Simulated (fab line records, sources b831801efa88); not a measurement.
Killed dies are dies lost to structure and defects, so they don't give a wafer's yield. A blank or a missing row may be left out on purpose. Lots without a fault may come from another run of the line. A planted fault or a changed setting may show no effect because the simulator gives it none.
Chamber matching | flow gf180mcu | GF_CONTACT_CMP_27 on cmp-01: 4 sister chambers
The step polishes, stops on SiO2, t overpolish 15 s, target thk 0 nm. 8 wafers are shown with their chamber, then 7 later ones without.

WAFERS WITH THEIR CHAMBER
wafer  | chamber | head_pressure_psi (psi) | slurry_filter_dp_kPa (kPa)
L789.2 | 2       | 3.499                   | 13.39
L789.3 | 3       | 3.497                   | 13.23
L789.6 | 1       | 3.500                   | 13.51
L805.1 | 3       | 3.493                   | 13.58
L805.3 | 1       | 3.503                   | 13.31
L805.4 | 2       | 3.484                   | 13.27
L806.2 | 0       | 3.501                   | 13.50
L806.5 | 0       | 3.497                   | 13.62

WAFERS WITHOUT THEIR CHAMBER
wafer  | head_pressure_psi (psi) | slurry_filter_dp_kPa (kPa)
L806.6 | 3.487                   | 13.50
L807.1 | 3.494                   | 13.29
L807.4 | 3.505                   | 13.58
L807.6 | 3.501                   | 13.70
L808.4 | 3.490                   | 13.48
L808.5 | 3.500                   | 13.53
L808.6 | 3.500                   | 13.49

WHICH CHAMBER EACH WENT THROUGH
wafer  | from the rows above               | in truth
L806.6 | can't be placed: 2 or 3 or 0 or 1 | 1
L807.1 | can't be placed: 2 or 3 or 1 or 0 | 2
L807.4 | can't be placed: 0 or 1 or 3 or 2 | 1
L807.6 | can't be placed: 0 or 1 or 3 or 2 | 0
L808.4 | can't be placed: 3 or 2 or 0 or 1 | 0
L808.5 | can't be placed: 0 or 1 or 3 or 2 | 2
L808.6 | can't be placed: 0 or 1 or 3 or 2 | 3
Placed correctly: 0 of 7. Can't be placed from these rows: 7 (the true chamber is among the candidates in 7). Placed wrongly: 0.
How it was worked out, from the rows above alone: a wafer's distance from a chamber is the root of the sum, over the readings, of the square of ((its reading less the chamber's mean) divided by the reading's scatter). The wafer belongs to the nearest chamber; if the next one is less than 2 further off, it can't be placed. A chamber's mean is the mean of its shown wafers. The scatter: the root of (the sum of the squares of (reading less its chamber's mean) over the shown wafers, divided by (wafers less chambers)).
